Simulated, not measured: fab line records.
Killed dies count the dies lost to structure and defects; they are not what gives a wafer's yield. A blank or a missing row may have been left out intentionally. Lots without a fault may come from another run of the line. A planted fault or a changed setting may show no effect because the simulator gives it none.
Which tool is to blame? || flow sky130 || at 1 step of a route of 708, 6 lots with 18 wafers sampled

== WHAT THE GAUGES READ, wafer by wafer ==
SKY_FIELD_ISO_THK_MEAS_02.
{"lot": "L426", "measured": "day 1 23:00", "on": "film metro-01", "FIELD_ISO_OXIDATION_00_THK (nm)": "12.09 12.23 11.91"}
{"lot": "L429", "measured": "day 2 12:38", "on": "film metro-04", "FIELD_ISO_OXIDATION_00_THK (nm)": "11.95 12.28 11.94"}
{"lot": "L431", "measured": "day 2 23:22", "on": "film metro-01", "FIELD_ISO_OXIDATION_00_THK (nm)": "11.81 12.06 12.09"}
{"lot": "L433", "measured": "day 3 09:19", "on": "film metro-02", "FIELD_ISO_OXIDATION_00_THK (nm)": "12.07 12.30 11.95"}
{"lot": "L440", "measured": "day 4 21:25", "on": "film metro-04", "FIELD_ISO_OXIDATION_00_THK (nm)": "12.04 12.16 12.20"}
{"lot": "L444", "measured": "day 5 15:38", "on": "film metro-02", "FIELD_ISO_OXIDATION_00_THK (nm)": "11.79 11.89 12.05"}

== WHAT TOOL EACH LOT RAN ON (gives the tool, then ch and the chambers of the sampled wafers, and finally the start) ==
The record shows no process step preceding these readings.

== THE ANSWER, worked out from the rows above alone ==
Rule: the usual values come from the lots themselves. Put in order of their means at a reading, lots are off if they are a third of the lots or fewer, leave a main group of 4 or more, and stand apart from it by a gap of 3 or more times the standard deviation of the main group's means; of several such gaps the widest counts. A main group is skipped when, at the precision printed for the reading in the tables above, its means are all equal. Also off: a lot with no number at a reading for which 4 or more lots have one. The other lots that the step has rows for count as sound.
No lot is off on any of the readings shown, so nothing can be concluded from this.

== WHAT HAD BEEN PUT IN BY THE SIMULATOR ==
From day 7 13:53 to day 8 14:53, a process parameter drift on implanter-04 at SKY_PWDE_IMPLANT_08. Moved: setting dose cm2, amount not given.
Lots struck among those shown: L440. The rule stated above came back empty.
